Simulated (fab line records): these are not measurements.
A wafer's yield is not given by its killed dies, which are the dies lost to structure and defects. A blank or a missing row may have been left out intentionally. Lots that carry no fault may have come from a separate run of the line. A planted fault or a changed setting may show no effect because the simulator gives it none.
Chamber matching ; flow sky130 ; SKY_VIA1_CMP_24 on cmp-01 has 4 sister chambers
The step polishes, stops on SiO2, t overpolish 15 s, target thk 0 nm. 36 wafers are shown with their chamber, then 12 later ones without.

== WAFERS PAIRED WITH THEIR CHAMBERS ==
wafer;chamber;motorCurrentA (A);timeToEndpointS (s);overpolishRunS (s)
L074.1;3;11.2;65;14.996
L074.2;1;11.6;61;14.994
L074.4;2;13.0;61;14.992
L076.1;3;10.8;66;14.976
L076.2;0;10.9;66;14.996
L076.5;2;12.4;65;14.983
L077.2;1;11.3;62;15.001
L077.3;0;11.2;66;14.998
L077.6;0;10.8;65;15.001
L079.2;3;11.3;66;14.996
L079.3;0;11.0;66;15.003
L079.4;2;12.3;60;15.001
L083.2;3;11.2;67;15.005
L083.3;2;12.9;64;14.999
L083.4;0;11.0;66;15.003
L084.2;2;13.4;64;14.989
L084.5;2;12.7;66;14.996
L084.6;3;11.3;64;15.012
L085.3;0;11.1;65;15.003
L085.4;1;11.5;62;15.005
L085.5;1;11.8;63;14.998
L086.2;0;10.8;67;14.998
L086.4;3;11.4;63;14.998
L086.6;0;11.3;69;15.000
L087.1;0;10.3;65;15.015
L087.2;3;11.3;62;14.993
L087.3;2;12.7;66;15.002
L089.3;0;11.4;69;14.996
L089.5;0;10.6;68;15.016
L089.6;1;11.7;63;14.999
L090.1;0;10.2;73;14.998
L090.4;3;11.9;73;14.998
L090.5;3;11.0;72;14.997
L091.2;3;11.0;65;15.019
L091.4;1;11.7;61;15.002
L091.5;1;12.1;66;15.005

SIGNATURES, as means of the wafers listed above
reading;chamber 0;chamber 1;chamber 2;chamber 3;scatter within a chamber
motorCurrentA;10.883;11.671;12.771;11.240;0.331
timeToEndpointS;67.08;62.57;63.71;66.30;2.67
overpolishRunS;15.00225;15.00057;14.99457;14.99900;0.00804
Rule: a wafer lies at a distance from a chamber equal to the root of the sum of squares, over the readings, of (its reading less the chamber's mean, divided by the reading's scatter). If the next closest chamber is less than 2 further off than the closest, the wafer can't be placed; otherwise it belongs to the closest. How the scatter is found: for the shown wafers, subtract from each reading the mean of its chamber, square and add these, divide the total by (wafers less chambers), then take the root.

== WAFERS MISSING THEIR CHAMBER ==
wafer;motorCurrentA (A);timeToEndpointS (s);overpolishRunS (s)
L092.1;11.1;68;14.996
L092.3;12.1;68;14.987
L092.5;10.7;68;15.000
L093.3;11.3;65;15.000
L093.4;10.7;67;14.998
L093.5;12.4;63;14.996
L094.1;10.9;69;15.002
L094.2;11.1;65;15.013
L094.5;10.4;67;14.994
L095.2;13.3;64;14.999
L095.3;11.6;67;15.010
L095.5;11.7;70;15.011

== EACH ONE'S CHAMBER ==
wafer;from the rows above;in truth
L092.1;can't be placed: 3 or 0 or 1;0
L092.3;can't be placed: 2 or 1 or 3 or 0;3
L092.5;can't be placed: 0 or 3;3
L093.3;can't be placed: 3 or 1 or 0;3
L093.4;can't be placed: 0 or 3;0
L093.5;can't be placed: 2 or 1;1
L094.1;can't be placed: 0 or 3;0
L094.2;can't be placed: 0 or 3 or 1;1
L094.5;can't be placed: 0 or 3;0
L095.2;2;2
L095.3;can't be placed: 3 or 1 or 0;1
L095.5;can't be placed: 3 or 0 or 1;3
Correct placement for 1 of the 12. Unplaceable from these rows: 11, with the true chamber sitting among the candidates in 11. Placed wrongly: 0.
